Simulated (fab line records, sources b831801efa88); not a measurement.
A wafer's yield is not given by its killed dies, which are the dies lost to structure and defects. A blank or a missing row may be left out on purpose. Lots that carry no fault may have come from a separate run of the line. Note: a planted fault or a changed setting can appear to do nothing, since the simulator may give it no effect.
fab line records + flow sky130
[record]
- lots = 14
- wafers = 42
- last-day = 50
route steps=708 shown VT_ADJUST_HVTP@91 PAD_OPEN@708
lots with no fault: from the same line, run without faults
start-h: start of the lot's first displayed wafer, in hours after the record's first day + wait-h: hours since the lot's step before + " same as the row above + L1.1+2: a row that stands for several wafers + - value missing, or start not given + * or withheld: withheld + < > ~ a bound
route shown NAME@n: a module of which the file shows steps, and the number in the route of the first + usual: average and standard deviation across the fault-free wafers + same: alike in all rows + chamber/n: place in a boat + sites: each site's reading + _std_site: standard deviation across them + _edge_site: outer sites' mean less inner sites' + radius-mm: how far each site lies from the wafer's centre + mask NAME#n: copy n + behind: the last tool/chamber to shape the wafer + hold: reason for holding the lot/hours on hold/outcome of the hold + device: the n, p or np transistor that did not switch + end of line: at the end of the route, the tests of the same wafers + a step without rows: its recipe alone + killed: at the first sort, the dies lost to defects and structure; wafer yield is something else + map: a wafer's dies, marking killed ones x, the rest . and places with no die _
set.NAME: setting as actually run; set.NAME@STEP: the setting as run at that earlier step + model.NAME: the simulator's own value behind a step, which no gauge read
steps of the route over a sample of lots; a table a step, a row a wafer
[[steps]]
[step SKY_VT_ADJUST_HVTP_DEVELOP_06]
[recipe]
- resist = NOVOLAK
- developer = TMAH
- develop-time-s = 60
- dev-temp-c = 23
[usual]
- developer-temp-C = 23.01/0.099
[same]
- develop-time-s = 60
| lot.wafer | tool           | chamber | start-h | wait-h | developer-temp-C |
|-----------|----------------|---------|---------|--------|------------------|
| L342.4    | litho-track-03 | 0       | 119.31  | 0.1    | 22.96            |
| L342.5    | "              | 0       | "       | "      | 23.11            |
| L342.6    | "              | 0       | "       | "      | 23.08            |
| L343.3    | litho-track-01 | 0       | 124.81  | 0.1    | 22.92            |
| L343.4    | "              | 0       | "       | "      | 23.00            |
| L343.5    | "              | 0       | "       | "      | 23.01            |
| L344.3    | litho-track-01 | 0       | 132.41  | 0.1    | 22.81            |
| L344.5    | "              | 0       | "       | "      | 23.01            |
| L344.6    | "              | 0       | "       | "      | 23.09            |
| L346.2    | litho-track-01 | 0       | 144.84  | 0.1    | 23.11            |
| L346.4    | "              | 0       | "       | "      | 22.95            |
| L346.6    | "              | 0       | "       | "      | 23.01            |
| L347.1    | litho-track-01 | 0       | 149.71  | 0.1    | 22.97            |
| L347.5    | "              | 0       | "       | "      | 23.15            |
| L347.6    | "              | 0       | "       | "      | 23.01            |
| L349.4    | litho-track-01 | 0       | 160.69  | 0.1    | 22.92            |
| L349.5    | "              | 0       | "       | "      | 23.03            |
| L349.6    | "              | 0       | "       | "      | 22.97            |
| L351.2    | litho-track-02 | 0       | 198.65  | 0.1    | 22.95            |
| L351.4    | "              | 0       | "       | "      | 22.94            |
| L351.6    | "              | 0       | "       | "      | 22.96            |
| L352.3    | litho-track-02 | 0       | 198.97  | 0.1    | 23.07            |
| L352.4    | "              | 0       | "       | "      | 22.85            |
| L352.5    | "              | 0       | "       | "      | 23.13            |
| L354.1    | litho-track-02 | 0       | 201.42  | 0.1    | 22.95            |
| L354.4    | "              | 0       | "       | "      | 22.91            |
| L354.5    | "              | 0       | "       | "      | 22.99            |
| L355.4    | litho-track-01 | 0       | 207.19  | 0.1    | 23.08            |
| L355.5    | "              | 0       | "       | "      | 22.91            |
| L355.6    | "              | 0       | "       | "      | 22.95            |
| L359.1    | litho-track-03 | 0       | 230.13  | 0.1    | 23.11            |
| L359.4    | "              | 0       | "       | "      | 23.05            |
| L359.6    | "              | 0       | "       | "      | 22.94            |
| L362.1    | litho-track-03 | 0       | 251.23  | 0.1    | 25.31            |
| L362.2    | "              | 0       | "       | "      | 25.14            |
| L362.3    | "              | 0       | "       | "      | 25.28            |
| L363.1    | litho-track-03 | 0       | 258.73  | 0.1    | 25.37            |
| L363.2    | "              | 0       | "       | "      | 25.30            |
| L363.4    | "              | 0       | "       | "      | 25.31            |
| L365.1    | litho-track-02 | 0       | 264.72  | 0.1    | 23.03            |
| L365.4    | "              | 0       | "       | "      | 23.10            |
| L365.6    | "              | 0       | "       | "      | 23.22            |
[step SKY_VT_ADJUST_HVTP_CD_MEAS_07]
[recipe]
- target-cd-nm = 380
[usual]
- cd-nm = 380.3/2.6
| lot.wafer | tool      | chamber | start-h | wait-h | hold                     | cd-nm |
|-----------|-----------|---------|---------|--------|--------------------------|-------|
| L342.4    | cd-sem-01 | -       | 119.44  | 0.1    | -                        | 380.4 |
| L342.5    | "         | -       | "       | "      | -                        | 379.9 |
| L342.6    | "         | -       | "       | "      | -                        | 378.7 |
| L343.3    | cd-sem-01 | -       | 124.95  | 0.1    | -                        | 382.9 |
| L343.4    | "         | -       | "       | "      | -                        | 380.7 |
| L343.5    | "         | -       | "       | "      | -                        | 381.6 |
| L344.3    | cd-sem-02 | -       | 132.55  | 0.1    | -                        | 381.0 |
| L344.5    | "         | -       | "       | "      | -                        | 381.7 |
| L344.6    | "         | -       | "       | "      | -                        | 382.6 |
| L346.2    | cd-sem-02 | -       | 144.98  | 0.1    | -                        | 381.2 |
| L346.4    | "         | -       | "       | "      | -                        | 381.9 |
| L346.6    | "         | -       | "       | "      | -                        | 380.4 |
| L347.1    | cd-sem-01 | -       | 149.86  | 0.1    | -                        | 382.1 |
| L347.5    | "         | -       | "       | "      | -                        | 380.0 |
| L347.6    | "         | -       | "       | "      | -                        | 381.4 |
| L349.4    | cd-sem-02 | -       | 160.82  | 0.1    | -                        | 382.4 |
| L349.5    | "         | -       | "       | "      | -                        | 380.7 |
| L349.6    | "         | -       | "       | "      | -                        | 382.2 |
| L351.2    | cd-sem-02 | -       | 198.85  | 0.2    | -                        | 375.9 |
| L351.4    | "         | -       | "       | "      | -                        | 377.2 |
| L351.6    | "         | -       | "       | "      | -                        | 377.7 |
| L352.3    | cd-sem-02 | -       | 199.11  | 0.1    | -                        | 380.8 |
| L352.4    | "         | -       | "       | "      | -                        | 379.2 |
| L352.5    | "         | -       | "       | "      | -                        | 379.2 |
| L354.1    | cd-sem-02 | -       | 201.57  | 0.1    | -                        | 380.9 |
| L354.4    | "         | -       | "       | "      | -                        | 379.4 |
| L354.5    | "         | -       | "       | "      | -                        | 378.0 |
| L355.4    | cd-sem-01 | -       | 207.32  | 0.1    | -                        | 378.0 |
| L355.5    | "         | -       | "       | "      | -                        | 380.8 |
| L355.6    | "         | -       | "       | "      | -                        | 379.5 |
| L359.1    | cd-sem-02 | -       | 230.28  | 0.1    | -                        | 383.4 |
| L359.4    | "         | -       | "       | "      | -                        | 385.8 |
| L359.6    | "         | -       | "       | "      | -                        | 384.8 |
| L362.1    | cd-sem-01 | -       | 251.38  | 0.1    | await-dispo/0.2h/release | 369.8 |
| L362.2    | "         | -       | "       | "      | await-dispo/0.2h/release | 372.1 |
| L362.3    | "         | -       | "       | "      | await-dispo/0.2h/release | 370.2 |
| L362.1    | cd-sem-01 | -       | 251.67  | 0.3    | -                        | 369.8 |
| L362.2    | "         | -       | "       | "      | -                        | 371.8 |
| L362.3    | "         | -       | "       | "      | -                        | 370.6 |
| L363.1    | cd-sem-01 | -       | 258.88  | 0.1    | -                        | 376.4 |
| L363.2    | "         | -       | "       | "      | -                        | 375.5 |
| L363.4    | "         | -       | "       | "      | -                        | 377.9 |
| L365.1    | cd-sem-02 | -       | 264.87  | 0.1    | -                        | 381.8 |
| L365.4    | "         | -       | "       | "      | -                        | 384.0 |
| L365.6    | "         | -       | "       | "      | -                        | 382.3 |
[step SKY_PAD_OPEN_PROBE_99]
[usual]
- killed_at_M0_to_M3 = 44/7.2
- killed_at_M4_up = 3.1/1.8
- killed-at-contacts = 24/4.5
- killed-at-front-end = 16/4.4
- killed-at-other = 0.2/0.42
- killed-dies = 87/8.9
- killed-open = 48/6.4
- killed-short = 39/6.2
[same]
- gross-dies = 492
- killed-at-back-side = 0
| lot.wafer | tool      | chamber | start-h | wait-h | killed_at_M0_to_M3 | killed_at_M4_up | killed-at-contacts | killed-at-front-end | killed-at-other | killed-dies | killed-open | killed-short |
|-----------|-----------|---------|---------|--------|--------------------|-----------------|--------------------|---------------------|-----------------|-------------|-------------|--------------|
| L354.1    | prober-01 | -       | 1139.77 | 0.1    | 39                 | 2               | 27                 | 16                  | 0               | 84          | 43          | 41           |
| L354.4    | prober-01 | -       | 1139.92 | 0.2    | 25                 | 4               | 23                 | 15                  | 0               | 67          | 34          | 33           |
| L354.5    | prober-01 | -       | 1139.97 | 0.2    | 42                 | 6               | 24                 | 19                  | 0               | 91          | 42          | 49           |
// killed by level:class
L354.1 VIA1:geometric-particle:open=12 POLY_GATE:geometric-particle:open=7 LI_CONTACT:geometric-particle:short=6 CONTACT:geometric-particle:open=6 METAL2:geometric-particle:short=6 LI_CONTACT:geometric-particle:open=5 CONTACT:geometric-particle:short=5 VIA3:geometric-particle:open=5
L354.4 LI_CONTACT:geometric-particle:open=7 VIA1:geometric-particle:open=7 FIELD_ISO:geometric-particle:short=6 CONTACT:geometric-particle:open=5 LI_CONTACT:geometric-particle:short=5 METAL2:geometric-particle:short=4 METAL4:geometric-particle:short=3 CONTACT:geometric-particle:short=3
L354.5 CONTACT:geometric-particle:open=11 POLY_GATE:geometric-particle:short=7 METAL2:geometric-particle:short=7 VIA1:geometric-particle:open=7 METAL4:geometric-particle:short=6 VIA3:geometric-particle:open=6 VIA1:geometric-particle:short=5 METAL3:geometric-particle:short=5
[[key]]
[first-sign]
- step = SKY_VT_ADJUST_HVTP_DEVELOP_06
- reading = developer-temp-C
- direction = up
- sigmas = 23
- usual = *
- struck = *
[effect]
- step = SKY_VT_ADJUST_HVTP_CD_MEAS_07
- reading = visit
- direction = added
met-at SKY_VT_ADJUST_HVTP_DEVELOP_06
struck-lots L362,L363
tester-left-out L362,L363
onset-between 230.13 251.23
[fault]
- kind = process-parameter-drift
- tool = litho-track-03
- chamber = -
- onset-h = 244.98
- steps = SKY_VT_ADJUST_HVTP_DEVELOP_06
- channel = dev-temp-c
- offset = *
- shape = step
- end-h = 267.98
- acts-in = *
- stated = *
// tester-left-out: of these lots the tester's yield and bins aren't shown, on N5 and GAA mostly nor the transistor test; their killed dies are dies lost to structure and defects alone, not to doping, threshold or leakage, so they don't give the yield
